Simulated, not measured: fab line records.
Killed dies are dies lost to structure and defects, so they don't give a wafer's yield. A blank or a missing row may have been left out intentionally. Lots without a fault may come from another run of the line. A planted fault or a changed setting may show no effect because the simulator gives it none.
A struck lot beside a sound one    flow gf180mcu    15 out of 602 route steps
Sound: wafers L301.1, L301.2, L301.6. Struck: wafers L306.2, L306.6. (L306.1 of the same lot was not struck and is left out.) The cause comes at the end.
Per side, at each step with rows, come the tool, then ch with its chambers, and then its first start. Under that, the readings that differ: sound wafers    struck wafers    difference of the means    sigmas: that difference in standard deviations of wafers without a fault.
alike: a reading whose means differ by less than 2 such deviations, as well as words and numbers matching on both sides. not compared: withheld readings; readings where some wafer has no value; bounds like >300 that might hide an equal value; numbers whose values overlap and for which the record gives no deviation.
Wherever a step has rows on one side only, a row that says differs or no value, or a row with sigmas, the two part there. Numbers that have no deviation but don't overlap get no sigmas and don't part them. A reading missing from all wafers of one side parts the sides only when that side holds two or more wafers.

GF_MIM_STRIP_20: strips in O2/N2.
  sound on plasma_asher-04 ch 0,1, day 28 06:38; struck on plasma_asher-01 ch 0,1, day 29 11:00
  alike: drypump_motor_current_A, heater_power_w, oes_product_au, strip_time_to_endpoint_s
  not compared: rf_hours_counter_h
then, 9 steps without rows for these wafers: GF_MIM_STRIP_21 (strips in post etch residue remover, time 1200 s); GF_MIM_CLEAN_22 (cleans in DIW); GF_M5_DEHYDRATE_00 (time 60 s); GF_M5_HMDS_01 (prime time 60 s); GF_M5_COAT_02 (resist thk 1000 nm); GF_M5_SOFTBAKE_03 (time 60 s); GF_M5_EXPOSE_04 (exposes mask Metal5, target cd 280 nm); GF_M5_PEB_05 (peb time 90 s); GF_M5_DEVELOP_06 (develop time 60 s).
GF_M5_CD_MEAS_07: target cd 280 nm.
  sound on cd_sem-01 at day 29 03:02; struck on cd_sem-01 at day 30 06:29
reading     sound              struck       difference  sigmas
cd_nm (nm)  279.0 279.3 279.2  282.6 282.8  +3.5        +3
GF_M5_OVL_MEAS_08:
  sound on overlay-02 at day 29 03:09; struck on overlay-01 at day 30 06:36
  alike: M5_OVL
GF_M5_ETCH_09: etches Si3N4 in CF4/O2, target depth 52 nm, time 11.6 s.
  sound on rie_diel-01 ch 2,3, day 29 03:11; struck on rie_diel-01 ch 2, day 30 06:38
reading                   sound              struck       difference  sigmas
model.etch.depth_nm (nm)  51.04 50.81 50.55  46.42 46.64  -4.27       
  alike: cf4_flow_sccm, drypump_motor_current_A, oes_product_au, throttle_valve_pct
  not compared: rf_hours_counter_h
GF_M5_METAL_ETCH_10: etches the open film in Cl2/BCl3, stops on SiO2, target depth 627.5 nm, time 104.6 s.
  sound on rie_metal-02 ch 0,1, day 29 03:12; struck on rie_metal-03 ch 0,1, day 30 06:40
  alike: drypump_motor_current_A, oes_product_au, throttle_valve_pct
  not compared: rf_hours_counter_h
GF_PASSIVATION_PROBE_99:
  the record holds rows for the sound wafers here (prober-02, day 31 16:02) but none for the struck ones

== WHERE THEY PART ==
First at GF_M5_CD_MEAS_07; last, within this record, at GF_PASSIVATION_PROBE_99.

WHY: what had been put in by the simulator
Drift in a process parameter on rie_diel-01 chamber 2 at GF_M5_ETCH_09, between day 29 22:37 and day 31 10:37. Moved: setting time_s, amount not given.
